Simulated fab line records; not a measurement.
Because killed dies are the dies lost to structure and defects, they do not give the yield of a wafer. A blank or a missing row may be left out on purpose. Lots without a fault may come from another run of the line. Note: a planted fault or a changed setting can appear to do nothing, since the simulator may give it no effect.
fab line records | flow sky130 | part 1 of 2: steps 1 to 22 of 32
record lots=5 wafers=15 last-day=49
route steps=708 shown VIA4@659 METAL5@661 PASSIVATION@681
lots with no fault: from the same line, run without faults
start-h: hours from the record's opening day to when the first of the lot's shown wafers began | wait-h: hours since the lot's step before | " identical to the entry in the row above | L1.1+2: one row covering several wafers at once | - value missing, or start not given | * or withheld: withheld | < > ~ a bound
route shown NAME@n: names a module that has steps shown in the file, with the first one's number in the route | usual: mean/standard deviation taken from wafers without a fault | same: alike in all rows | chamber/n: place in a boat | sites: per-site readings | _std_site: standard deviation across them | _edge_site: the outer-site mean with the inner-site mean subtracted | radius-mm: how far each site lies from the wafer's centre | mask NAME#n: copy n | behind: tool/chamber where the wafer was last shaped | hold: what put the lot on hold/how long, in hours/how the hold closed | device: whichever transistor did not switch (one of n, p or np) | end of line: the same wafers' tests at the end of the route | a step without rows: its recipe alone | killed: at the first sort, the dies lost to defects and structure; wafer yield is something else | map: a wafer's dies, x killed, . not, _ none there
set.NAME: the setting as run; set.NAME@STEP: as run at that earlier step | model.NAME: the simulator's own value behind a step, which no gauge read
certain route steps with their lots: each step a table, each wafer a row
services: from which hour (start-h, from the record's first day; less than 0 if before it) a tool's chamber was out of use, for how many hours, and why
## steps
# step SKY_VIA4_THK_MEAS_20
# recipe thk-meas-gauge=xrf reads=W_of_VIA4_CVD_18
# usual VIA4_W_THK=500/6.6
# columns lot.wafer tool chamber start-h wait-h VIA4_W_THK[nm]
L076.2 film-metro-03 - 1021.95 0.1 496
L076.5 " - " " 502
L076.6 " - " " 491
L077.3 film-metro-02 - 1031.58 0.1 495
L077.4 " - " " 491
L077.6 " - " " 487
L081.3 film-metro-03 - 1063.91 0.1 506
L081.4 " - " " 494
L081.5 " - " " 509
L082.4 film-metro-03 - 1064.92 0.1 502
L082.5 " - " " 504
L082.6 " - " " 498
L091.1 film-metro-04 - 1115.82 0.1 507
L091.2 " - " " 512
L091.4 " - " " 504
# step SKY_VIA4_CMP_21
# recipe stop-on=SiO2 t-overpolish-s=25 down-force-psi=3.5 platen-rpm=60 target-thk-nm=0 pad-velocity-m-s=0.94248
# usual motor-current-A=10.4/1.3 overpolish-run-s=24.999/0.0085 time-to-endpoint-s=123/5.3
# same t-overpolish-s=25
# columns lot.wafer tool chamber start-h wait-h motor-current-A overpolish-run-s time-to-endpoint-s
L076.2 cmp-01 2 1022.10 0.1 9.1 24.997 121
L076.6 " 0 " " 11.8 25.002 121
L076.5 " 1 " " 8.7 24.990 125
L077.3 cmp-01 3 1031.72 0.1 10.7 25.011 119
L077.4 " 0 " " 11.5 25.008 120
L077.6 " 2 " " 8.9 25.005 120
L081.4 cmp-01 3 1064.00 0.1 11.1 25.000 113
L081.3 " 1 " " 8.0 25.007 118
L081.5 " 2 " " 9.5 25.000 122
L082.4 cmp-01 1 1064.95 0.0 8.7 24.987 119
L082.5 " 1 " " 8.9 25.010 119
L082.6 " 2 " " 9.3 25.003 125
L091.4 cmp-01 2 1115.93 0.1 9.2 24.998 126
L091.2 " 3 " " 10.7 24.996 116
L091.1 " 0 " " 11.2 24.997 119
# step SKY_METAL5_SPUTTER_00
# recipe material=Ti target-thk-nm=15 power-w=3000 time-s=10 chamber-pressure-pa=0.4
# usual cathode-dc-power-W=3000.0/0.55 throttle-valve-pct=30.0/0.88
# columns lot.wafer tool chamber start-h wait-h cathode-dc-power-W throttle-valve-pct
L076.2 pvd-sputter-01 - 1022.30 0.1 3000.6 31.5
L076.5 " - " " 3000.0 29.5
L076.6 " - " " 2999.9 29.2
L077.3 pvd-sputter-01 - 1031.92 0.1 3000.4 31.2
L077.4 " - " " 2999.6 29.4
L077.6 " - " " 3000.8 29.0
L081.3 pvd-sputter-04 - 1064.25 0.1 2999.5 29.9
L081.4 " - " " 2999.8 30.2
L081.5 " - " " 2999.3 30.8
L082.4 pvd-sputter-04 - 1065.26 0.3 2999.8 29.6
L082.5 " - " " 3000.2 30.9
L082.6 " - " " 3000.3 30.1
L091.1 pvd-sputter-04 - 1116.18 0.1 3000.0 29.5
L091.2 " - " " 2999.0 28.6
L091.4 " - " " 3000.3 30.1
# step SKY_METAL5_SPUTTER_01
# recipe material=TiN target-thk-nm=20 power-w=6500 time-s=16.7 chamber-pressure-pa=0.4
# usual cathode-dc-power-W=6499.9/1.2 throttle-valve-pct=30.0/0.89
# columns lot.wafer tool chamber start-h wait-h cathode-dc-power-W throttle-valve-pct
L076.2 pvd-sputter-01 - 1022.32 0.0 6500.1 31.7
L076.5 " - " " 6500.8 29.2
L076.6 " - " " 6502.0 29.1
L077.3 pvd-sputter-01 - 1031.94 0.0 6501.9 31.1
L077.4 " - " " 6499.2 29.2
L077.6 " - " " 6501.1 29.1
L081.3 pvd-sputter-04 - 1064.27 0.0 6501.8 30.4
L081.4 " - " " 6501.0 30.4
L081.5 " - " " 6497.9 30.9
L082.4 pvd-sputter-04 - 1065.28 0.0 6499.6 29.7
L082.5 " - " " 6501.3 31.0
L082.6 " - " " 6500.9 30.1
L091.1 pvd-sputter-04 - 1116.20 0.0 6500.3 29.9
L091.2 " - " " 6501.6 28.6
L091.4 " - " " 6500.3 29.8
# step SKY_METAL5_SPUTTER_02
# recipe material=AlCu target-thk-nm=1150 power-w=10600 time-s=61.2 chamber-pressure-pa=0.4
# usual cathode-dc-power-W=10600/1.8 throttle-valve-pct=30.0/0.86
# columns lot.wafer tool chamber start-h wait-h cathode-dc-power-W throttle-valve-pct
L076.2 pvd-sputter-01 - 1022.35 0.0 10601 31.6
L076.5 " - " " 10601 29.5
L076.6 " - " " 10599 28.9
L077.3 pvd-sputter-01 - 1031.97 0.0 10601 31.3
L077.4 " - " " 10604 29.2
L077.6 " - " " 10604 29.2
L081.3 pvd-sputter-04 - 1064.30 0.0 10600 30.0
L081.4 " - " " 10599 30.0
L081.5 " - " " 10597 31.0
L082.4 pvd-sputter-04 - 1065.32 0.0 10597 29.7
L082.5 " - " " 10601 30.6
L082.6 " - " " 10601 30.2
L091.1 pvd-sputter-04 - 1116.23 0.0 10601 29.6
L091.2 " - " " 10603 28.7
L091.4 " - " " 10601 30.0
# step SKY_METAL5_SPUTTER_03
# recipe material=Ti target-thk-nm=5 power-w=3000 time-s=3.3 chamber-pressure-pa=0.4
# usual cathode-dc-power-W=3000.0/0.52 throttle-valve-pct=30.0/0.9
# columns lot.wafer tool chamber start-h wait-h cathode-dc-power-W throttle-valve-pct
L076.2 pvd-sputter-01 - 1022.40 0.0 2999.6 31.6
L076.5 " - " " 3000.2 29.2
L076.6 " - " " 3001.1 29.1
L077.3 pvd-sputter-01 - 1032.02 0.0 2999.7 31.0
L077.4 " - " " 2999.4 29.2
L077.6 " - " " 2999.5 29.2
L081.3 pvd-sputter-04 - 1064.35 0.0 2999.6 30.1
L081.4 " - " " 2999.2 30.1
L081.5 " - " " 3000.2 31.0
L082.4 pvd-sputter-04 - 1065.36 0.0 2999.5 29.8
L082.5 " - " " 2999.4 30.8
L082.6 " - " " 3000.2 30.0
L091.1 pvd-sputter-04 - 1116.28 0.0 3000.9 29.8
L091.2 " - " " 2999.9 28.7
L091.4 " - " " 2999.7 30.2
# step SKY_METAL5_SPUTTER_04
# recipe material=TiN target-thk-nm=70 power-w=6500 time-s=58.3 chamber-pressure-pa=0.4
# usual cathode-dc-power-W=6500.0/1.1 throttle-valve-pct=30.0/0.89
# columns lot.wafer tool chamber start-h wait-h cathode-dc-power-W throttle-valve-pct
L076.2 pvd-sputter-01 - 1022.42 0.0 6499.8 31.6
L076.5 " - " " 6499.8 29.4
L076.6 " - " " 6500.5 29.2
L077.3 pvd-sputter-01 - 1032.04 0.0 6499.8 31.0
L077.4 " - " " 6500.9 29.3
L077.6 " - " " 6500.2 29.1
L081.3 pvd-sputter-04 - 1064.37 0.0 6499.8 30.3
L081.4 " - " " 6501.2 30.0
L081.5 " - " " 6499.2 30.9
L082.4 pvd-sputter-04 - 1065.39 0.0 6500.5 29.5
L082.5 " - " " 6500.0 30.9
L082.6 " - " " 6499.9 30.0
L091.1 pvd-sputter-04 - 1116.30 0.0 6501.3 30.0
L091.2 " - " " 6499.8 28.8
L091.4 " - " " 6501.1 30.0
# step SKY_METAL5_RS_MEAS_05
# recipe thk-meas-gauge=four-point-probe reads=TiN_of_METAL5_SPUTTER_04+Ti_of_METAL5_SPUTTER_03+AlCu_of_METAL5_SPUTTER_02+TiN_of_METAL5_SPUTTER_01+Ti_of_METAL5_SPUTTER_00
# usual METAL5_ALCU_RS=0.0271/0.0003
# columns lot.wafer tool chamber start-h wait-h METAL5_ALCU_RS[ohm/sq]
L076.2 film-metro-03 - 1022.48 0.0 0.0269
L076.5 " - " " 0.0272
L076.6 " - " " 0.0274
L077.3 film-metro-04 - 1032.13 0.1 0.0271
L077.4 " - " " 0.0270
L077.6 " - " " 0.0273
L081.3 film-metro-04 - 1064.46 0.1 0.0268
L081.4 " - " " 0.0266
L081.5 " - " " 0.0270
L082.4 film-metro-04 - 1065.47 0.1 0.0270
L082.5 " - " " 0.0271
L082.6 " - " " 0.0269
L091.1 film-metro-01 - 1116.35 0.0 0.0275
L091.2 " - " " 0.0275
L091.4 " - " " 0.0274
# step SKY_METAL5_THK_MEAS_06
# recipe thk-meas-gauge=xrf reads=AlCu_of_METAL5_SPUTTER_02
# usual METAL5_ALCU_THK=1161/13
# columns lot.wafer tool chamber start-h wait-h METAL5_ALCU_THK[nm]
L076.2 film-metro-03 - 1022.59 0.1 1177
L076.5 " - " " 1160
L076.6 " - " " 1149
L077.3 film-metro-04 - 1032.23 0.1 1156
L077.4 " - " " 1162
L077.6 " - " " 1148
L081.3 film-metro-04 - 1064.56 0.1 1175
L081.4 " - " " 1177
L081.5 " - " " 1157
L082.4 film-metro-04 - 1065.56 0.1 1162
L082.5 " - " " 1158
L082.6 " - " " 1164
L091.1 film-metro-01 - 1116.47 0.1 1142
L091.2 " - " " 1151
L091.4 " - " " 1150
# step SKY_METAL5_DEHYDRATE_07
# recipe temp-c=200 time-s=60
# usual chill-plate-temp-C=22.97/0.092
# columns lot.wafer tool chamber start-h wait-h chill-plate-temp-C
L076.2 litho-track-03 0 1033.14 10.5 22.84
L076.5 " 0 " " 22.98
L076.6 " 0 " " 22.94
L077.3 litho-track-04 0 1042.94 10.7 22.77
L077.4 " 0 " " 22.78
L077.6 " 0 " " 23.13
L081.3 litho-track-03 0 1074.67 10.1 22.91
L081.4 " 0 " " 22.99
L081.5 " 0 " " 22.90
L082.4 litho-track-02 0 1075.55 10.0 22.99
L082.5 " 0 " " 22.92
L082.6 " 0 " " 22.93
L091.1 litho-track-04 0 1125.49 9.0 22.95
L091.2 " 0 " " 22.92
L091.4 " 0 " " 23.03
# step SKY_METAL5_HMDS_08
# recipe prime-time-s=60 prime-temp-c=120
# usual chill-plate-temp-C=22.98/0.096
# columns lot.wafer tool chamber start-h wait-h chill-plate-temp-C
L076.2 litho-track-03 0 1033.29 0.1 22.97
L076.5 " 0 " " 22.98
L076.6 " 0 " " 23.11
L077.3 litho-track-04 0 1043.09 0.1 23.05
L077.4 " 0 " " 23.07
L077.6 " 0 " " 23.03
L081.3 litho-track-03 0 1074.82 0.1 23.03
L081.4 " 0 " " 22.89
L081.5 " 0 " " 22.94
L082.4 litho-track-02 0 1075.70 0.1 22.78
L082.5 " 0 " " 22.82
L082.6 " 0 " " 22.98
L091.1 litho-track-04 0 1125.64 0.1 23.03
L091.2 " 0 " " 22.81
L091.4 " 0 " " 22.82
# step SKY_METAL5_COAT_09
# recipe resist=NOVOLAK spin-rpm=3000 resist-thk-nm=1800
# usual chill-plate-temp-C=23.00/0.097
# columns lot.wafer tool chamber start-h wait-h chill-plate-temp-C
L076.2 litho-track-03 0 1033.44 0.1 23.08
L076.5 " 0 " " 23.03
L076.6 " 0 " " 23.09
L077.3 litho-track-04 0 1043.24 0.1 23.16
L077.4 " 0 " " 23.06
L077.6 " 0 " " 23.07
L081.3 litho-track-03 0 1074.97 0.1 23.00
L081.4 " 0 " " 22.85
L081.5 " 0 " " 23.02
L082.4 litho-track-02 0 1075.85 0.1 22.98
L082.5 " 0 " " 23.06
L082.6 " 0 " " 22.99
L091.1 litho-track-04 0 1125.79 0.1 23.07
L091.2 " 0 " " 22.98
L091.4 " 0 " " 23.04
# step SKY_METAL5_SOFTBAKE_10
# recipe temp-c=90 time-s=60 resist=NOVOLAK
# usual chill-plate-temp-C=22.98/0.11
# columns lot.wafer tool chamber start-h wait-h chill-plate-temp-C
L076.2 litho-track-03 0 1033.59 0.1 22.89
L076.5 " 0 " " 22.91
L076.6 " 0 " " 22.86
L077.3 litho-track-04 0 1043.39 0.1 23.04
L077.4 " 0 " " 23.03
L077.6 " 0 " " 23.11
L081.3 litho-track-03 0 1075.12 0.1 22.91
L081.4 " 0 " " 22.99
L081.5 " 0 " " 23.03
L082.4 litho-track-02 0 1076.00 0.1 22.85
L082.5 " 0 " " 22.88
L082.6 " 0 " " 23.08
L091.1 litho-track-04 0 1125.94 0.1 23.27
L091.2 " 0 " " 23.16
L091.4 " 0 " " 23.04
# step SKY_METAL5_EXPOSE_11
# recipe mask-id=MM5 na=0.6 source-shape=conventional sigma-outer=0.6 polarization=unpolarized target-cd-nm=1600 dose-mj=190
# usual reticle-temp-C=23.01/0.11
# columns lot.wafer tool chamber start-h wait-h mask reticle-temp-C
L076.2 iline-stepper-02 0 - - MM5#0 22.93
L076.5 " 0 " " MM5#0 22.86
L076.6 " 0 " " MM5#0 22.85
L077.3 iline-stepper-01 0 - - MM5#0 23.06
L077.4 " 0 " " MM5#0 22.99
L077.6 " 0 " " MM5#0 23.03
L081.3 iline-stepper-01 0 - - MM5#0 22.94
L081.4 " 0 " " MM5#0 23.22
L081.5 " 0 " " MM5#0 23.02
L082.4 iline-stepper-01 0 - - MM5#0 23.00
L082.5 " 0 " " MM5#0 22.93
L082.6 " 0 " " MM5#0 22.78
L091.1 iline-stepper-02 0 - - MM5#0 23.05
L091.2 " 0 " " MM5#0 23.04
L091.4 " 0 " " MM5#0 23.08
# step SKY_METAL5_PEB_12
# recipe temp-c=withheld time-s=* resist=NOVOLAK
# usual chill-plate-temp-C=*
# columns lot.wafer tool chamber start-h wait-h chill-plate-temp-C
L076.2 litho-track-04 0 - - *
L076.5 " 0 " " *
L076.6 " 0 " " *
L077.3 litho-track-04 0 - - *
L077.4 " 0 " " *
L077.6 " 0 " " *
L081.3 litho-track-04 0 - - *
L081.4 " 0 " " *
L081.5 " 0 " " *
L082.4 litho-track-04 0 - - *
L082.5 " 0 " " *
L082.6 " 0 " " *
L091.1 litho-track-02 0 - - *
L091.2 " 0 " " *
L091.4 " 0 " " *
# step SKY_METAL5_DEVELOP_13
# recipe resist=NOVOLAK developer=TMAH develop-time-s=60 dev-temp-c=23
# usual chill-plate-temp-C=23.00/0.11 developer-temp-C=23.02/0.11
# columns lot.wafer tool chamber start-h wait-h chill-plate-temp-C developer-temp-C
L076.2 litho-track-04 0 1044.46 0.1 22.98 22.85
L076.5 " 0 " " 22.95 22.89
L076.6 " 0 " " 22.82 22.74
L077.3 litho-track-04 0 1054.39 0.1 22.91 22.96
L077.4 " 0 " " 22.91 22.88
L077.6 " 0 " " 22.86 23.00
L081.3 litho-track-04 0 1085.14 0.1 23.19 23.14
L081.4 " 0 " " 23.20 23.06
L081.5 " 0 " " 23.19 23.13
L082.4 litho-track-04 0 1085.46 0.1 22.90 22.88
L082.5 " 0 " " 22.78 22.91
L082.6 " 0 " " 22.85 23.01
L091.1 litho-track-02 0 1135.68 0.1 23.13 22.99
L091.2 " 0 " " 22.99 23.12
L091.4 " 0 " " 23.05 23.15
# step SKY_METAL5_DESCUM_14
# recipe chemistry=O2 source-power-w=150 bias-power-w=0 pressure-mtorr=10 temp-c=40 time-s=11
# usual drypump-motor-current-A=5.7/0.4 oes-product-au=1.000/0.014
# columns lot.wafer tool chamber start-h wait-h drypump-motor-current-A oes-product-au rf-hours-counter-h
L076.2 rie-metal-02 0 1044.59 0.1 5.5 0.993 3
L076.5 " 1 " " 6.3 0.982 -
L076.6 " 0 " " 5.5 0.989 -
L077.3 rie-metal-03 1 1054.51 0.1 5.5 1.020 -
L077.4 " 1 " " 5.5 1.017 -
L077.6 " 1 " " 5.5 1.021 -
L081.3 rie-metal-04 1 1085.25 0.1 6.1 1.005 -
L081.4 " 0 " " 5.3 0.995 -
L081.5 " 0 " " 5.3 1.002 -
L082.4 rie-metal-02 1 1085.55 0.1 6.3 0.974 -
L082.5 " 1 " " 6.3 0.979 -
L082.6 " 0 " " 5.5 0.991 -
L091.1 rie-metal-04 1 1135.83 0.1 6.1 0.986 7
L091.2 " 0 " " 5.3 0.992 27
L091.4 " 1 " " 6.1 1.002 -
# step SKY_METAL5_METAL_ETCH_15
# recipe target-depth-a=12600 stop-on=SiO2 over-etch-frac=0.2 time-s=252 chemistry=Cl2/BCl3 resist-sidewall-deg=86 pressure-mtorr=10 icp-w=900 bias-w=48.5 Cl2_flow_sccm=60 bcl3-flow-sccm=30
# usual bcl3-flow-sccm=30.00/0.087 drypump-motor-current-A=5.7/0.41 oes-product-au=0.894/0.005 throttle-valve-pct=22.264/0.0092
# same over-etch-frac=0.2
# columns lot.wafer tool chamber start-h wait-h bcl3-flow-sccm drypump-motor-current-A oes-product-au rf-hours-counter-h throttle-valve-pct
L076.2 rie-metal-02 0 1044.62 0.0 30.00 5.4 0.897 3 22.259
L076.5 " 1 " " 29.97 6.3 0.896 - 22.259
L076.6 " 0 " " 30.01 5.4 0.898 - 22.261
L077.3 rie-metal-03 1 1054.71 0.2 29.81 5.5 0.888 - 22.254
L077.4 " 1 " " 29.86 5.5 0.893 - 22.256
L077.6 " 1 " " 29.91 5.5 0.894 - 22.260
L081.3 rie-metal-04 1 1085.35 0.1 29.86 6.1 0.891 - 22.266
L081.4 " 0 " " 30.17 5.3 0.890 - 22.259
L081.5 " 0 " " 30.12 5.3 0.899 - 22.266
L082.4 rie-metal-02 1 1085.65 0.1 29.89 6.3 0.896 - 22.271
L082.5 " 1 " " 30.06 6.3 0.886 - 22.271
L082.6 " 0 " " 29.91 5.4 0.895 - 22.262
L091.1 rie-metal-04 1 1135.86 0.0 30.16 6.1 0.892 7 22.279
L091.2 " 0 " " 29.96 5.3 0.895 27 22.264
L091.4 " 1 " " 30.10 6.1 0.901 - 22.285
# step SKY_METAL5_STRIP_16
# recipe chemistry=O2/N2 power-w=1400 pressure-mtorr=1500 platen-temp-c=withheld o2-flow-sccm=3000 n2-flow-sccm=300 overash-fraction=0.5
# usual drypump-motor-current-A=5.7/0.52 o2-flow-sccm=3001/8.3 oes-product-au=0.710/0.0046 strip-time-to-endpoint-s=13.09/0.19
# columns lot.wafer tool chamber start-h wait-h drypump-motor-current-A o2-flow-sccm oes-product-au rf-hours-counter-h strip-time-to-endpoint-s
L076.2 plasma-asher-03 1 1044.85 0.2 5.1 2981 0.709 90 13.23
L076.5 " 1 " " 5.1 2999 0.705 - 13.33
L076.6 " 0 " " 5.6 2998 0.707 - 13.25
L077.3 plasma-asher-02 1 1055.06 0.3 6.3 3011 0.713 - 12.97
L077.4 " 0 " " 5.3 3007 0.716 - 12.98
L077.6 " 1 " " 6.3 3012 0.714 - 12.99
L081.3 plasma-asher-03 0 1085.54 0.1 5.6 2989 0.711 - 13.16
L081.4 " 1 " " 5.1 2997 0.708 - 13.06
L081.5 " 0 " " 5.6 3004 0.707 - 13.02
L082.4 plasma-asher-04 0 1085.84 0.1 5.3 2987 0.709 - 13.31
L082.5 " 0 " " 5.3 2999 0.715 - 13.34
L082.6 " 1 " " 6.4 3011 0.704 - 13.24
L091.1 plasma-asher-04 0 1136.10 0.2 5.3 2997 0.709 40 12.93
L091.2 " 1 " " 6.4 3018 0.711 40 13.00
L091.4 " 1 " " 6.4 3005 0.721 - 12.89
# step SKY_METAL5_STRIP_17
# recipe chemistry=post-etch-residue-remover time-s=1200 temp-c=72.5
# usual bath-guard-temp-C=72.3/0.5 bath-heat-duty-pct=14.6/1.3
# columns lot.wafer tool chamber start-h wait-h bath-guard-temp-C bath-heat-duty-pct
L076.2 wet-bench-03 3 1044.95 0.1 72.1 13.7
L076.5 " 3 " " 72.4 13.9
L076.6 " 3 " " 72.7 13.1
L077.3 wet-bench-01 3 1055.12 0.0 72.0 15.7
L077.4 " 3 " " 72.5 15.5
L077.6 " 3 " " 72.2 15.3
L081.3 wet-bench-04 2 1085.61 0.0 72.1 14.6
L081.4 " 2 " " 72.4 15.1
L081.5 " 2 " " 72.5 15.0
L082.4 wet-bench-03 2 1085.91 0.0 71.7 17.0
L082.5 " 2 " " 71.7 17.5
L082.6 " 2 " " 71.6 16.9
L091.1 wet-bench-04 0 1136.20 0.1 72.8 13.9
L091.2 " 0 " " 72.7 14.0
L091.4 " 0 " " 72.7 14.3
# step SKY_METAL5_CLEAN_18
# recipe chemistry=IPA time-s=180 temp-c=25
# usual bath-heat-duty-pct=6.5/0.69
# columns lot.wafer tool chamber start-h wait-h bath-heat-duty-pct
L076.2 wet-bench-03 1 1045.30 0.0 7.8
L076.5 " 1 " " 6.3
L076.6 " 1 " " 6.1
L077.3 wet-bench-04 2 1055.47 0.0 6.2
L077.4 " 2 " " 6.6
L077.6 " 2 " " 6.1
L081.3 wet-bench-04 3 1085.95 0.0 6.3
L081.4 " 3 " " 6.9
L081.5 " 3 " " 5.9
L082.4 wet-bench-01 2 1086.25 0.0 5.1
L082.5 " 2 " " 5.3
L082.6 " 2 " " 5.8
L091.1 wet-bench-03 1 1136.54 0.0 7.1
L091.2 " 1 " " 6.6
L091.4 " 1 " " 6.2
# step SKY_METAL5_CLEAN_19
# recipe chemistry=O3/DIW dry=n2-spin
# columns lot.wafer tool chamber start-h wait-h
L076.2+5+6 wet-bench-01 2 1045.36 0.0
L077.3+4+6 wet-bench-03 0 1055.52 0.0
L081.3+4+5 wet-bench-04 3 1086.01 0.0
L082.4+5+6 wet-bench-04 2 1086.31 0.0
L091.1+2+4 wet-bench-04 3 1136.61 0.0
